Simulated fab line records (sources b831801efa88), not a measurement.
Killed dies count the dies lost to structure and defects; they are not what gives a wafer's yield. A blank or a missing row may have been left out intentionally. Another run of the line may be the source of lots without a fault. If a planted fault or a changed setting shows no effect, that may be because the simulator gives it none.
Matching of chambers / flow gf180mcu / 4 sister chambers for GF_V3_ETCH_16 on rieDiel-01
The step etches BARC in N2/H2. 20 wafers are shown with their chamber, then 10 later ones without.

WAFERS WITH THEIR CHAMBER
wafer=L074.2; chamber=3; oesProductAu (a.u.)=0.854; throttleValvePct (%)=13.223
wafer=L074.3; chamber=1; oesProductAu (a.u.)=0.851; throttleValvePct (%)=13.221
wafer=L074.6; chamber=2; oesProductAu (a.u.)=0.858; throttleValvePct (%)=13.220
wafer=L075.1; chamber=1; oesProductAu (a.u.)=0.852; throttleValvePct (%)=13.218
wafer=L075.2; chamber=2; oesProductAu (a.u.)=0.846; throttleValvePct (%)=13.225
wafer=L075.4; chamber=3; oesProductAu (a.u.)=0.867; throttleValvePct (%)=13.228
wafer=L077.3; chamber=3; oesProductAu (a.u.)=0.859; throttleValvePct (%)=13.214
wafer=L077.4; chamber=3; oesProductAu (a.u.)=0.853; throttleValvePct (%)=13.223
wafer=L077.5; chamber=2; oesProductAu (a.u.)=0.852; throttleValvePct (%)=13.218
wafer=L078.1; chamber=0; oesProductAu (a.u.)=0.851; throttleValvePct (%)=13.221
wafer=L078.4; chamber=0; oesProductAu (a.u.)=0.845; throttleValvePct (%)=13.239
wafer=L078.5; chamber=3; oesProductAu (a.u.)=0.859; throttleValvePct (%)=13.230
wafer=L081.1; chamber=3; oesProductAu (a.u.)=0.859; throttleValvePct (%)=13.206
wafer=L081.2; chamber=2; oesProductAu (a.u.)=0.860; throttleValvePct (%)=13.217
wafer=L081.6; chamber=3; oesProductAu (a.u.)=0.863; throttleValvePct (%)=13.237
wafer=L086.1; chamber=1; oesProductAu (a.u.)=0.846; throttleValvePct (%)=13.247
wafer=L086.3; chamber=0; oesProductAu (a.u.)=0.849; throttleValvePct (%)=13.245
wafer=L086.6; chamber=1; oesProductAu (a.u.)=0.857; throttleValvePct (%)=13.218
wafer=L089.3; chamber=3; oesProductAu (a.u.)=0.857; throttleValvePct (%)=13.222
wafer=L089.4; chamber=0; oesProductAu (a.u.)=0.849; throttleValvePct (%)=13.243

SIGNATURES, as means of the wafers listed above
reading=oesProductAu; chamber 0=0.84850; chamber 1=0.85150; chamber 2=0.85400; chamber 3=0.85887; scatter within a chamber=0.00464
reading=throttleValvePct; chamber 0=13.23700; chamber 1=13.22600; chamber 2=13.22000; chamber 3=13.22288; scatter within a chamber=0.0101
Rule: a wafer's distance from a chamber is the root of the sum, over the readings, of the square of ((its reading less the chamber's mean) divided by the reading's scatter). The wafer belongs to the nearest chamber; if the next one is less than 2 further off, it can't be placed. The scatter: take each reading less its chamber's mean, square it, sum over the shown wafers, divide by the number of wafers less the number of chambers, and take the root.

WAFERS WITH NO CHAMBER GIVEN
wafer=L089.5; oesProductAu (a.u.)=0.853; throttleValvePct (%)=13.223
wafer=L090.1; oesProductAu (a.u.)=0.861; throttleValvePct (%)=13.227
wafer=L090.2; oesProductAu (a.u.)=0.852; throttleValvePct (%)=13.220
wafer=L090.3; oesProductAu (a.u.)=0.847; throttleValvePct (%)=13.224
wafer=L096.3; oesProductAu (a.u.)=0.855; throttleValvePct (%)=13.216
wafer=L096.4; oesProductAu (a.u.)=0.854; throttleValvePct (%)=13.214
wafer=L096.5; oesProductAu (a.u.)=0.849; throttleValvePct (%)=13.224
wafer=L097.2; oesProductAu (a.u.)=0.850; throttleValvePct (%)=13.217
wafer=L097.3; oesProductAu (a.u.)=0.854; throttleValvePct (%)=13.223
wafer=L097.5; oesProductAu (a.u.)=0.859; throttleValvePct (%)=13.223

CHAMBER TAKEN BY EACH
wafer=L089.5; from the rows above=can't be placed: 2 or 1 or 3 or 0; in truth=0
wafer=L090.1; from the rows above=can't be placed: 3 or 2 or 1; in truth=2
wafer=L090.2; from the rows above=can't be placed: 2 or 1 or 3 or 0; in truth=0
wafer=L090.3; from the rows above=can't be placed: 1 or 0 or 2 or 3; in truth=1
wafer=L096.3; from the rows above=can't be placed: 2 or 3 or 1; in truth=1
wafer=L096.4; from the rows above=can't be placed: 2 or 1 or 3 or 0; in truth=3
wafer=L096.5; from the rows above=can't be placed: 1 or 2 or 0 or 3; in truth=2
wafer=L097.2; from the rows above=can't be placed: 2 or 1 or 3 or 0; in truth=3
wafer=L097.3; from the rows above=can't be placed: 2 or 1 or 3 or 0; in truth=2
wafer=L097.5; from the rows above=can't be placed: 3 or 2 or 1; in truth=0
0 of 10 placed correctly. These rows do not allow placing 10 (true chamber among the candidates in 9). Number placed wrongly: 0.
